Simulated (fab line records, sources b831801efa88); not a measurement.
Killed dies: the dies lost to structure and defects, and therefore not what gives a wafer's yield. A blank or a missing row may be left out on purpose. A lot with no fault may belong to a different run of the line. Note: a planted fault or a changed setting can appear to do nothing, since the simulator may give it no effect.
Which of the tools did it?    flow sky130    12 lots, 36 wafers sampled, at 2 steps of a route of 708

## WHAT THE GAUGES SHOWED, per wafer
SKY_SD_P_CD_MEAS_07: the cd target is 380 nm.
lot   measured      on         cd nm (nm)
L075  day 27 06:48  cd sem-02  377.8 379.8 379.3
L077  day 28 17:06  cd sem-02  377.4 376.3 377.4
L079  day 28 21:52  cd sem-01  376.4 376.3 377.4
L081  day 29 20:39  cd sem-01  378.9 378.7 377.8
L083  day 30 03:30  cd sem-02  380.4 381.4 381.4
L085  day 31 02:52  cd sem-01  383.2 384.8 382.0
L088  day 31 18:10  cd sem-01  377.0 376.2 376.4
L089  day 32 01:18  cd sem-01  381.6 378.6 379.1
L091  day 32 14:57  cd sem-01  380.0 380.5 381.8
L093  day 33 02:57  cd sem-01  382.7 382.8 382.5
L095  day 33 20:12  cd sem-02  377.1 377.1 377.3
L097  day 34 08:02  cd sem-01  378.3 377.0 381.6

## TOOL THAT RAN EACH LOT (tool first, then ch and the chambers of the sampled wafers, then the start)
lot   SKY_POLY_CUT_ETCH_11
L075  rie diel-03 ch 0,2,3, day 26 01:30
L077  rie diel-03 ch 1,2,3, day 27 11:54
L079  rie diel-02 ch 0,1,3, day 27 16:30
L081  rie diel-02 ch 0,2, day 28 14:30
L083  rie diel-03 ch 0,2,3, day 28 23:12
L085  rie diel-03 ch 0,1,2, day 29 22:59
L088  rie diel-04 ch 1,3, day 30 14:38
L089  rie diel-03 ch 2,3, day 30 21:48
L091  rie diel-03 ch 0,3, day 31 11:13
L093  rie diel-02 ch 0,1,3, day 31 23:39
L095  rie diel-04 ch 1,3, day 32 17:35
L097  rie diel-02 ch 0,2,3, day 33 05:54
- SKY_POLY_CUT_ETCH_11: etches Si3N4 in CF4/CH2F2/Ar, stops on poly-Si, time 42.5 s, target depth 60 nm.

## THE ANSWER, worked out from the rows above alone
Rule: usual is defined by the lots themselves. The widest of any qualifying gaps counts: lots, ordered by their means at a reading, are off when they make up no more than a third of the lots, leave a main group of 4 or more, and stand apart from it by 3 or more times the standard deviation of that group's means. If all means in a main group match to the digits the tables above print for the reading, that group is not used. A lot without any number at a reading at which 4 lots or more have one is off too. All remaining lots with rows at the step are treated as sound.
Across all readings shown, no lot is off: no conclusion can be drawn from this.

## WHAT HAD BEEN PUT IN BY THE SIMULATOR
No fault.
